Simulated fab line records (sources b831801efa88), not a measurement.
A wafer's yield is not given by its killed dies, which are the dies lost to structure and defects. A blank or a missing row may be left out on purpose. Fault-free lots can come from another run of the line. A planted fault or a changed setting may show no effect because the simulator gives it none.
Tool commonality check / flow gf180mcu / 42 wafers sampled across 14 lots

## WHY IT WAS OPENED
At GF_VT_IMPLANT_TW_MEAS_21 the reading VT_IMPLANT_2_TW is flagged on 2 of 14 lots. Wafers without a fault read 1223, standard deviation 8.1.
Rule: a lot gets a flag if all its wafers with a number sit over 4 standard deviations from that mean, or if no wafer of it has a number. All remaining lots are regarded as sound.

lot=L720; measured=day 6 22:08; on=film metro-02; VT_IMPLANT_2_TW, wafer by wafer=1217 1215 1217; flag=
lot=L722; measured=day 7 07:53; on=film metro-02; VT_IMPLANT_2_TW, wafer by wafer=1211 1207 1212; flag=
lot=L723; measured=day 7 16:11; on=film metro-02; VT_IMPLANT_2_TW, wafer by wafer=1215 1213 1211; flag=
lot=L724; measured=day 8 00:17; on=film metro-02; VT_IMPLANT_2_TW, wafer by wafer=1220 1222 1216; flag=
lot=L728; measured=day 9 00:44; on=film metro-01; VT_IMPLANT_2_TW, wafer by wafer=1173 1176 1174; flag=FLAGGED
lot=L730; measured=day 9 12:56; on=film metro-04; VT_IMPLANT_2_TW, wafer by wafer=1190 1190 1187; flag=FLAGGED
lot=L731; measured=day 9 18:35; on=film metro-04; VT_IMPLANT_2_TW, wafer by wafer=1223 1229 1227; flag=
lot=L735; measured=day 10 18:59; on=film metro-02; VT_IMPLANT_2_TW, wafer by wafer=1216 1213 1217; flag=
lot=L736; measured=day 11 00:59; on=film metro-01; VT_IMPLANT_2_TW, wafer by wafer=1235 1235 1232; flag=
lot=L737; measured=day 11 08:35; on=film metro-01; VT_IMPLANT_2_TW, wafer by wafer=1231 1230 1229; flag=
lot=L738; measured=day 11 16:00; on=film metro-04; VT_IMPLANT_2_TW, wafer by wafer=1215 1226 1231; flag=
lot=L739; measured=day 11 21:44; on=film metro-01; VT_IMPLANT_2_TW, wafer by wafer=1235 1241 1239; flag=
lot=L740; measured=day 12 05:50; on=film metro-04; VT_IMPLANT_2_TW, wafer by wafer=1229 1223 1227; flag=
lot=L741; measured=day 12 08:05; on=film metro-02; VT_IMPLANT_2_TW, wafer by wafer=1212 1213 1217; flag=
The mean of the flagged lots' numbers is 1182, -41 from the usual (-5 standard deviations).

## WHICH TOOL EACH LOT WENT THROUGH
The record keeps 1 process step preceding the reading, out of 602 steps on the route. Each cell gives the tool, then ch followed by the chambers the sampled wafers passed through, then the start.
lot=L720; flag=; GF_VT_IMPLANT_IMPLANT_19=implanter-04 ch 0, day 6 21:53
lot=L722; flag=; GF_VT_IMPLANT_IMPLANT_19=implanter-04 ch 0, day 7 07:38
lot=L723; flag=; GF_VT_IMPLANT_IMPLANT_19=implanter-02 ch 0, day 7 15:56
lot=L724; flag=; GF_VT_IMPLANT_IMPLANT_19=implanter-02 ch 0, day 8 00:02
lot=L728; flag=FLAGGED; GF_VT_IMPLANT_IMPLANT_19=implanter-02 ch 0, day 9 00:29
lot=L730; flag=FLAGGED; GF_VT_IMPLANT_IMPLANT_19=implanter-02 ch 0, day 9 12:41
lot=L731; flag=; GF_VT_IMPLANT_IMPLANT_19=implanter-03 ch 0, day 9 18:20
lot=L735; flag=; GF_VT_IMPLANT_IMPLANT_19=implanter-03 ch 0, day 10 18:45
lot=L736; flag=; GF_VT_IMPLANT_IMPLANT_19=implanter-04 ch 0, day 11 00:44
lot=L737; flag=; GF_VT_IMPLANT_IMPLANT_19=implanter-03 ch 0, day 11 08:20
lot=L738; flag=; GF_VT_IMPLANT_IMPLANT_19=implanter-04 ch 0, day 11 15:46
lot=L739; flag=; GF_VT_IMPLANT_IMPLANT_19=implanter-03 ch 0, day 11 21:29
lot=L740; flag=; GF_VT_IMPLANT_IMPLANT_19=implanter-03 ch 0, day 12 05:37
lot=L741; flag=; GF_VT_IMPLANT_IMPLANT_19=implanter-03 ch 0, day 12 07:49
These steps, and what they do:
- GF_VT_IMPLANT_IMPLANT_19
- GF_VT_IMPLANT_TW_MEAS_21

## FLAGGED AGAINST TOTAL, ONE TOOL AT A TIME (gauges that did the reading follow at the end)
step=GF_VT_IMPLANT_IMPLANT_19; tool=implanter-02; lots run=4; flagged=2; share of the flagged lots=all; sound lots run after its first flagged lot=0
step=GF_VT_IMPLANT_IMPLANT_19; tool=implanter-03; lots run=6; flagged=0; share of the flagged lots=none; sound lots run after its first flagged lot=-
step=GF_VT_IMPLANT_IMPLANT_19; tool=implanter-04; lots run=4; flagged=0; share of the flagged lots=none; sound lots run after its first flagged lot=-
step=GF_VT_IMPLANT_TW_MEAS_21; tool=film metro-01; lots run=4; flagged=1; share of the flagged lots=some; sound lots run after its first flagged lot=3 (L736,L737,L739)
step=GF_VT_IMPLANT_TW_MEAS_21; tool=film metro-02; lots run=6; flagged=0; share of the flagged lots=none; sound lots run after its first flagged lot=-
step=GF_VT_IMPLANT_TW_MEAS_21; tool=film metro-04; lots run=4; flagged=1; share of the flagged lots=some; sound lots run after its first flagged lot=3 (L731,L738,L740)

## WHAT IS ALLOWED BY THE TABLE
All flagged lots share 1 row of the table, namely implanter-02 at GF_VT_IMPLANT_IMPLANT_19.
- implanter-02 at GF_VT_IMPLANT_IMPLANT_19: 2 of its 4 lots flagged. It ran its last sound lot, L724, at day 8 00:02 and its first flagged lot, L728, at day 9 00:29: a fault with its onset between the two fits. Its own readings (beam energy keV) fall more than 4 standard deviations out on all wafers of the flagged lots.
What remains is a single tool, implanter-02 at GF_VT_IMPLANT_IMPLANT_19.

## WHAT WAS PUT IN BY THE SIMULATOR
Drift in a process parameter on implanter-02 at GF_VT_IMPLANT_IMPLANT_19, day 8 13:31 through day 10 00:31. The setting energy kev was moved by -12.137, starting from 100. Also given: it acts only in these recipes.
Shown lots that were struck: L728, L730. The rule above found the same.
